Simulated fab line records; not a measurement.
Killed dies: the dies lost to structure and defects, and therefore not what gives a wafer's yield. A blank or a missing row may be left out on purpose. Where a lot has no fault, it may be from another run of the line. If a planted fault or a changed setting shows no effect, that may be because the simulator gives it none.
A struck lot beside a sound one | flow sky130 | 18 out of 708 route steps
Sound: the wafers L327.2, L327.5, L327.6. Struck: wafer L340.2 (L340.3, L340.4, from the same lot, were not struck and are left out); the cause is given at the end.
Per side, at each step with rows, come the tool, then ch with its chambers, and then its first start. Under that, the readings that differ: sound wafers | struck wafers | difference of the means | sigmas: that difference in standard deviations of wafers without a fault.
alike: readings with means less than 2 such deviations apart, plus words and numbers identical on both sides. not compared: withheld readings, readings lacking a value on some wafer, bounds such as >300 that could conceal the same value, and numbers that have no deviation in the record and whose values overlap.
Wherever a step has rows on one side only, a row that says differs or no value, or a row with sigmas, the two part there. Numbers that have no deviation but don't overlap get no sigmas and don't part them. A reading missing from all wafers of one side parts the sides only when that side holds two or more wafers.

first, 4 steps without rows for these wafers: SKY_DNWELL_EXPOSE_04 (exposes mask DNM, target cd 3000 nm); SKY_DNWELL_PEB_05; SKY_DNWELL_DEVELOP_06 (develop time 60 s); SKY_DNWELL_IMPLANT_07.
SKY_DNWELL_STRIP_08: strips in O2/N2.
  sound on plasma_asher-03 ch 0,1, day 4 07:02; struck on plasma_asher-01 ch 1, day 7 06:44
  alike: drypump_motor_current_A, n2_flow_sccm, oes_product_au, strip_time_to_endpoint_s
  not compared: rf_hours_counter_h
SKY_DNWELL_TW_MEAS_09:
  sound on film_metro-04 at day 4 07:09; struck on film_metro-04 at day 7 06:50
  alike: DNWELL_TW
then, 6 steps without rows for these wafers: SKY_PWDE_DEHYDRATE_00 (time 60 s); SKY_PWDE_HMDS_01 (prime time 60 s); SKY_PWDE_COAT_02 (resist thk 3000 nm); SKY_PWDE_SOFTBAKE_03; SKY_PWDE_EXPOSE_04 (exposes mask PWDEM, target cd 840 nm); SKY_PWDE_PEB_05.
SKY_PWDE_DEVELOP_06: develop time 60 s.
  sound on litho_track-01 ch 0, day 5 00:00; struck on litho_track-01 ch 0, day 8 02:00
SKY_PWDE_OVL_MEAS_07:
  sound on overlay-02 at day 5 00:37; struck on overlay-01 at day 8 02:34
  not compared: PWDE_OVL
next, for these wafers, 1 step has no rows: SKY_PWDE_IMPLANT_08.
SKY_PWDE_STRIP_09: strips in O2/N2.
  sound on plasma_asher-04 ch 0,1, day 5 00:48; struck on plasma_asher-04 ch 0, day 8 02:45
  alike: drypump_motor_current_A, n2_flow_sccm, oes_product_au, strip_time_to_endpoint_s
  not compared: rf_hours_counter_h
SKY_PWDE_TW_MEAS_10:
  sound on film_metro-01 at day 5 00:55; struck on film_metro-04 at day 8 02:52
  reading | sound             | struck | difference | sigmas
  PWDE_TW | 376.0 376.3 377.0 | 29.9   | -346.5     | -99 or more
then, 1 step without rows for these wafers: SKY_NWELL_DEHYDRATE_03 (time 60 s).

WHERE THEY PART
SKY_PWDE_TW_MEAS_10 only, going by this record.

WHY: whatever the simulator had introduced
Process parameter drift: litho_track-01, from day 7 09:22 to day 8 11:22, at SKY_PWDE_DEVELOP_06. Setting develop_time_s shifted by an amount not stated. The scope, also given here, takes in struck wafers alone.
